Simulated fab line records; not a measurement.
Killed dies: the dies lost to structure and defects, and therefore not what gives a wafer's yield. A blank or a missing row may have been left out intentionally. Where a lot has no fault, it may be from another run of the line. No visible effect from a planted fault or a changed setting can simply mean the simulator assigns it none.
A lot that was struck, set against a sound lot	flow gf180mcu	15 steps out of a route of 602
Sound: wafers L379.2, L379.4, L379.5. Wafers L378.1, L378.5, L378.6 were the ones struck. At the end, the cause is stated.
Per side, at each step with rows, come the tool, then ch with its chambers, and then its first start. Under that, the readings that differ: sound wafers	struck wafers	difference of the means	sigmas: that difference in standard deviations of wafers without a fault.
alike: same words and numbers on both sides, and readings whose means sit less than 2 such deviations apart. not compared: any withheld reading, any reading some wafer has no value for, any bound like >300 that may hide the same value, and any number with overlapping values for which the record gives no deviation.
A row with sigmas, a row that says differs or no value, or rows on one side alone: a step with any of these is where the two part. Numbers that don't overlap but have no deviation are shown without sigmas and don't part them. A reading that every wafer of one side lacks parts them only if that side has two wafers or more.

first, 9 steps without rows for these wafers: GF_MIM_STRIP_21 (strips in post etch residue remover, time 1200 s); GF_MIM_CLEAN_22 (cleans in DIW); GF_M5_DEHYDRATE_00 (time 60 s); GF_M5_HMDS_01 (prime time 60 s); GF_M5_COAT_02 (resist thk 1000 nm); GF_M5_SOFTBAKE_03 (time 60 s); GF_M5_EXPOSE_04 (exposes mask Metal5, target cd 280 nm); GF_M5_PEB_05 (peb time 90 s); GF_M5_DEVELOP_06 (develop time 60 s).
GF_M5_CD_MEAS_07 targets a cd of 280 nm.
  sound on cd_sem-01, day 28 16:07; struck on cd_sem-01, day 27 17:56
  alike: cd_nm
GF_M5_OVL_MEAS_08:
  sound on overlay-02, day 28 16:13; struck on overlay-01, day 27 18:04
  alike: M5_OVL
GF_M5_ETCH_09: etches Si3N4 in CF4/O2, target depth 52 nm, time 11.6 s.
  sound on rie_diel-01 ch 1,2,3, day 28 16:15; struck on rie_diel-01 ch 1,2, day 27 18:05
reading	sound	struck	difference	sigmas
O2_flow_sccm (sccm)	10.055 9.993 10.046	9.994 9.947 9.985	-0.056	-2
  alike: bias_w, drypump_motor_current_A, oes_product_au, throttle_valve_pct
  not compared: rf_hours_counter_h
GF_M5_METAL_ETCH_10: etches the open film in Cl2/BCl3, stops on SiO2, target depth 627.5 nm, time 104.6 s.
  sound on rie_metal-03 ch 1, day 28 16:17; struck on rie_metal-02 ch 0,1, day 27 18:07
  no value came back on the struck wafers for any of 5 readings (bcl3_flow_sccm (sccm), bias_w (W) and others); on the sound wafers bcl3_flow_sccm (sccm) reads 39.93 39.80 39.91
reading	sound	struck	difference	sigmas
model.KrF_of_M5_COAT_02.thk_nm (nm)	698.3 698.8 697.7	947.7 947.2 950	+250.0	
  not compared: rf_hours_counter_h
GF_M5_STRIP_11: strips in O2/N2.
  sound on plasma_asher-03 ch 0,1, day 28 16:23; struck on plasma_asher-01 ch 0,1, day 27 18:14
reading	sound	struck	difference	sigmas
oes_product_au (a.u.)	0.538 0.524 0.539	0.649 0.640 0.642	+0.110	+23
strip_time_to_endpoint_s (s)	7.51 7.52 7.52	9.93 9.94 9.97	+2.43	+62
  alike: drypump_motor_current_A, heater_power_w
  not compared: rf_hours_counter_h
then, 1 step without rows for these wafers: GF_M5_STRIP_12 (strips in post etch residue remover, time 1200 s).

== WHERE THEY PART ==
At GF_M5_ETCH_09 first; at GF_M5_STRIP_11 last (within this record only).

WHY: what had been put in by the simulator
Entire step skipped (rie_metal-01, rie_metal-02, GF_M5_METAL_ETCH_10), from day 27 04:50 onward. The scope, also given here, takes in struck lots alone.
